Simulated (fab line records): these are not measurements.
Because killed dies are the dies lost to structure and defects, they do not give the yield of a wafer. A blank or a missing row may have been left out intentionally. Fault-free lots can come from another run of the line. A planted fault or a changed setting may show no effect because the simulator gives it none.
A lot that was struck, set against a sound lot || flow gf180mcu || 20 out of 602 route steps
Sound: wafers L793.3, L793.4, L793.5. Wafers struck: L798.1, L798.3, L798.4. The cause is given at the end.
For every step that has rows: the tool of each side, followed by ch and its chambers, followed by its first start. Under that, the readings that differ: sound wafers || struck wafers || difference of the means || sigmas: that difference in standard deviations of wafers without a fault.
alike: readings whose means differ by less than 2 such deviations, and words and numbers that are the same on both sides. not compared: withheld readings, readings that some wafer has no value for, bounds like >300 that may hide the same value, and numbers for which the record gives no deviation and whose values overlap.
The two part at a step that has a row with sigmas, a row that says differs or no value, or rows on one side only. Numbers that don't overlap but have no deviation are shown without sigmas and don't part them. A reading missing from all wafers of one side parts the sides only when that side holds two or more wafers.

first, 6 steps without rows for these wafers: GF_VT_IMPLANT_HMDS_23 (prime time 60 s); GF_VT_IMPLANT_COAT_24 (resist thk 1000 nm); GF_VT_IMPLANT_SOFTBAKE_25 (time 60 s); GF_VT_IMPLANT_EXPOSE_26 (exposes mask LVPWELL HV AREA, target cd 860 nm); GF_VT_IMPLANT_PEB_27; GF_VT_IMPLANT_DEVELOP_28 (develop time 60 s).
GF_VT_IMPLANT_OVL_MEAS_29:
  sound on overlay-01 at day 9 01:32; struck on overlay-01 at day 10 13:57
  alike: VT_IMPLANT_02_OVL
after that, 1 step had no rows for these wafers: GF_VT_IMPLANT_IMPLANT_30.
GF_VT_IMPLANT_STRIP_31: strips in O2/N2.
  sound on plasma_asher-04 ch 0,1, day 9 01:44; struck on plasma_asher-02 ch 0,1, day 10 14:08
  alike: drypump_motor_current_A, heater_power_w, oes_product_au, strip_time_to_endpoint_s
  not compared: rf_hours_counter_h
GF_VT_IMPLANT_TW_MEAS_32:
  sound on film_metro-01 at day 9 01:49; struck on film_metro-04 at day 10 14:14
  alike: VT_IMPLANT_3_TW
then, 2 steps without rows for these wafers: GF_VT_IMPLANT_DEHYDRATE_33 (time 60 s); GF_VT_IMPLANT_HMDS_34 (prime time 60 s).
GF_VT_IMPLANT_COAT_35: resist thk 1000 nm.
  struck on litho_track-01, day 10 23:13; sound on litho_track-02 ch 0, day 9 10:01
  no value came back on the struck wafers for chill_plate_temp_C (C), dispense_pressure_kPa (kPa); on the sound wafers chill_plate_temp_C (C) reads 23.05 23.08 23.21
then, 4 steps without rows for these wafers: GF_VT_IMPLANT_SOFTBAKE_36 (time 60 s); GF_VT_IMPLANT_EXPOSE_37 (exposes mask Nwell HV AREA, target cd 860 nm); GF_VT_IMPLANT_PEB_38; GF_VT_IMPLANT_DEVELOP_39 (develop time 60 s).
GF_VT_IMPLANT_OVL_MEAS_40:
  sound on overlay-01 at day 9 19:07; struck on overlay-01 at day 11 09:06
{"reading": "VT_IMPLANT_03_OVL (nm)", "sound": "-1.9 -0.1 0.7", "struck": "- - -", "difference": "no value on the struck wafers", "sigmas": ""}
after that, 1 step had no rows for these wafers: GF_VT_IMPLANT_IMPLANT_41.
-- here the record skips 22 days between the struck wafers' starts before and after, leaving off in module VT_IMPLANT and picking up in module PASSIVATION (first step shown: number 602 of the route) --
GF_PASSIVATION_PROBE_99:
  only the struck wafers here have rows in the record (prober-01, day 33 10:19); the sound ones have none

== WHERE THEY PART ==
At GF_VT_IMPLANT_COAT_35 first; at GF_PASSIVATION_PROBE_99 last (within this record only).

WHY: whatever the simulator had introduced
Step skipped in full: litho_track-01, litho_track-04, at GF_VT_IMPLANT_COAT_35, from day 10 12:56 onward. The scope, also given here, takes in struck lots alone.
